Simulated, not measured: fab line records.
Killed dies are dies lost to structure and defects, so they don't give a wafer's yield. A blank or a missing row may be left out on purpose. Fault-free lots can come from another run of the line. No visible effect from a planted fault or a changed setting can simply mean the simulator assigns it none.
Which tool did it? | flow gf180mcu | 36 wafers from 12 lots sampled at 5 of the route's 602 steps

== WHAT THE GAUGES READ, wafer by wafer ==
GF_M3_THK_MEAS_06: measures by xrf.
lot  | measured     | on            | M3_ALCU_THK (nm)
L175 | day 21 05:21 | film metro-04 | 449 456 448
L176 | day 21 18:33 | film metro-01 | 454 454 456
L177 | day 22 08:03 | film metro-01 | 450 458 457
L179 | day 22 20:58 | film metro-03 | 452 446 458
L180 | day 23 08:31 | film metro-01 | 449 446 451
L181 | day 23 17:22 | film metro-03 | 444 446 445
L182 | day 24 00:33 | film metro-04 | 451 452 457
L186 | day 25 11:41 | film metro-04 | 451 455 454
L189 | day 26 19:07 | film metro-01 | 459 457 458
L190 | day 26 20:16 | film metro-01 | 455 457 458
L191 | day 26 21:52 | film metro-04 | 454 454 453
L192 | day 27 06:26 | film metro-01 | 452 446 454

GF_V3_THK_MEAS_01.
lot  | measured     | on            | V3_CVD_00_THK (nm)
L175 | day 22 05:31 | film metro-03 | 608 595 605
L176 | day 22 18:40 | film metro-03 | 613 610 609
L177 | day 23 07:22 | film metro-02 | 605 607 606
L179 | day 23 20:13 | film metro-03 | 599 590 597
L180 | day 24 07:07 | film metro-01 | 602 605 606
L181 | day 24 16:13 | film metro-02 | 608 608 609
L182 | day 24 23:20 | film metro-01 | 610 614 619
L186 | day 26 09:34 | film metro-02 | 492 487 482
L189 | day 27 15:31 | film metro-02 | 602 599 597
L190 | day 27 16:46 | film metro-03 | 472 477 477
L191 | day 27 18:01 | film metro-02 | 598 600 608
L192 | day 28 03:39 | film metro-01 | 599 601 606

GF_V3_BOW_MEAS_05.
lot  | measured     | on            | V3_BOW (um)
L175 | day 22 06:01 | film metro-02 | 116 115 99
L176 | day 22 19:10 | film metro-03 | 129 127 117
L177 | day 23 07:52 | film metro-03 | 114 126 124
L179 | day 23 20:41 | film metro-01 | 118 108 116
L180 | day 24 07:35 | film metro-01 | 107 118 104
L181 | day 24 16:43 | film metro-02 | 117 121 125
L182 | day 24 23:50 | film metro-01 | 119 110 105
L186 | day 26 10:05 | film metro-03 | 103 104 104
L189 | day 27 16:01 | film metro-03 | 107 116 113
L190 | day 27 17:15 | film metro-01 | 121 124 112
L191 | day 27 18:31 | film metro-02 | 109 100 117
L192 | day 28 04:09 | film metro-03 | 122 123 111

== WHAT TOOL EACH LOT RAN ON (gives the tool, then ch and the chambers of the sampled wafers, and finally the start) ==
lot  | GF_M3_STRIP_17                       | GF_V3_CVD_00
L175 | plasma asher-04 ch 0,1, day 22 04:55 | hdpcvd-01 ch 0,1, day 22 05:25
L176 | plasma asher-02 ch 0,1, day 22 18:02 | hdpcvd-02 ch 0,1,2, day 22 18:36
L177 | plasma asher-02 ch 0,1, day 23 06:44 | hdpcvd-02 ch 0,2, day 23 07:18
L179 | plasma asher-04 ch 0,1, day 23 19:36 | hdpcvd-01 ch 0,2, day 23 20:08
L180 | plasma asher-04 ch 0,1, day 24 06:30 | hdpcvd-02 ch 0,1,2, day 24 07:02
L181 | plasma asher-04 ch 0,1, day 24 15:36 | hdpcvd-02 ch 0,1, day 24 16:08
L182 | plasma asher-01 ch 0,1, day 24 22:44 | hdpcvd-02 ch 0,2, day 24 23:16
L186 | plasma asher-04 ch 0,1, day 26 08:55 | hdpcvd-02 ch 0,2, day 26 09:29
L189 | plasma asher-04 ch 0,1, day 27 14:53 | hdpcvd-01 ch 0,1, day 27 15:26
L190 | plasma asher-04 ch 0,1, day 27 16:09 | hdpcvd-02 ch 0,1,2, day 27 16:41
L191 | plasma asher-04 ch 0,1, day 27 17:22 | hdpcvd-01 ch 0,1,2, day 27 17:56
L192 | plasma asher-02 ch 0,1, day 28 03:02 | hdpcvd-01 ch 0,1,2, day 28 03:34
- GF_M3_STRIP_17: strips in O2/N2.
- GF_V3_CVD_00: deposits SiO2, target thk 600 nm, time 100 s.

== AS READ BY THE TOOLS THEMSELVES (means over the sampled wafers that have a number; for cases with no such wafer, the mark the record gives instead) ==
GF_M3_STRIP_17.
lot  | tool            | drypump motor current A (A) | heater power w (W) | oes product au (a.u.) | strip time to endpoint s (s)
L175 | plasma asher-04 | 5.76                        | 374                | 0.537                 | 7.42
L176 | plasma asher-02 | 5.81                        | 351                | 0.544                 | 7.42
L177 | plasma asher-02 | 5.80                        | 351                | 0.537                 | 7.38
L179 | plasma asher-04 | 5.96                        | 382                | 0.542                 | 7.45
L180 | plasma asher-04 | 5.76                        | 373                | 0.540                 | 7.45
L181 | plasma asher-04 | 5.75                        | 371                | 0.535                 | 7.43
L182 | plasma asher-01 | 6.07                        | 355                | 0.542                 | 7.43
L186 | plasma asher-04 | 5.76                        | 369                | 0.535                 | 7.35
L189 | plasma asher-04 | 5.76                        | 369                | 0.537                 | 7.37
L190 | plasma asher-04 | 5.94                        | 375                | 0.535                 | 7.39
L191 | plasma asher-04 | 5.76                        | 367                | 0.539                 | 7.38
L192 | plasma asher-02 | 5.80                        | 349                | 0.534                 | 7.32

GF_V3_CVD_00.
lot  | tool      | sih4 flow sccm (sccm) | susceptor temp C (C)
L175 | hdpcvd-01 | 59.93                 | 400.11
L176 | hdpcvd-02 | 59.85                 | 399.90
L177 | hdpcvd-02 | 60.00                 | 399.99
L179 | hdpcvd-01 | 59.80                 | 400.12
L180 | hdpcvd-02 | 59.95                 | 400.08
L181 | hdpcvd-02 | 59.83                 | 399.99
L182 | hdpcvd-02 | 59.85                 | 399.97
L186 | hdpcvd-02 | 47.94                 | 400.11
L189 | hdpcvd-01 | 60.02                 | 399.95
L190 | hdpcvd-02 | 47.83                 | 400.08
L191 | hdpcvd-01 | 60.12                 | 400.22
L192 | hdpcvd-01 | 60.07                 | 399.96

== THE ANSWER, worked out from the rows above alone ==
Rule: what is usual is taken from the lots themselves. Put in order of their means at a reading, lots are off if they are a third of the lots or fewer, leave a main group of 4 or more, and stand apart from it by a gap of 3 or more times the standard deviation of the main group's means; of several such gaps the widest counts. The tables above print the reading to a certain number of digits; a main group whose means all agree to those digits is not used. Also off: a lot with no number at a reading for which 4 or more lots have one. The other lots that the step has rows for count as sound. Order of review: gauges by route order, followed by the tools' own readings, for which a lot's mean as printed above is used. At the first step where some lot is off, the reading lying furthest off is the one used; lots without a number count as furthest.
Off: L186, L190, at GF_V3_THK_MEAS_01 (V3_CVD_00_THK). For the main group the mean is 604 nm and the standard deviation 5.3.
If a tool, at a process step before that reading, ran all the lots that are off and no sound lot after the first of them, it fits. Not tried: the gauges at GF_V3_THK_MEAS_01; whatever is off there is also off at GF_V3_CVD_00, on other tools, and gauge error can't account for it. One fits: GF_V3_CVD_00 on hdpcvd-02. Its last sound lot is L182 (day 24 23:16), its first lot that is off L186 (day 26 09:29): a fault that began between those two fits.
On the lots that are off, the tool's own readings at GF_V3_CVD_00 differ by more than 5 times the standard deviation of the sound lots' means, which bears it out; sih4 flow sccm reads 47.88 sccm there versus 59.94 sccm on the sound lots.

== WHAT THE SIMULATOR HAD INSERTED ==
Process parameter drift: hdpcvd-02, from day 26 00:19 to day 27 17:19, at GF_V3_CVD_00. A move of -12 in setting sih4 flow sccm, from 60. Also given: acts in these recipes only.
Struck lots among those shown: L186, L190. Same finding as the rule above.
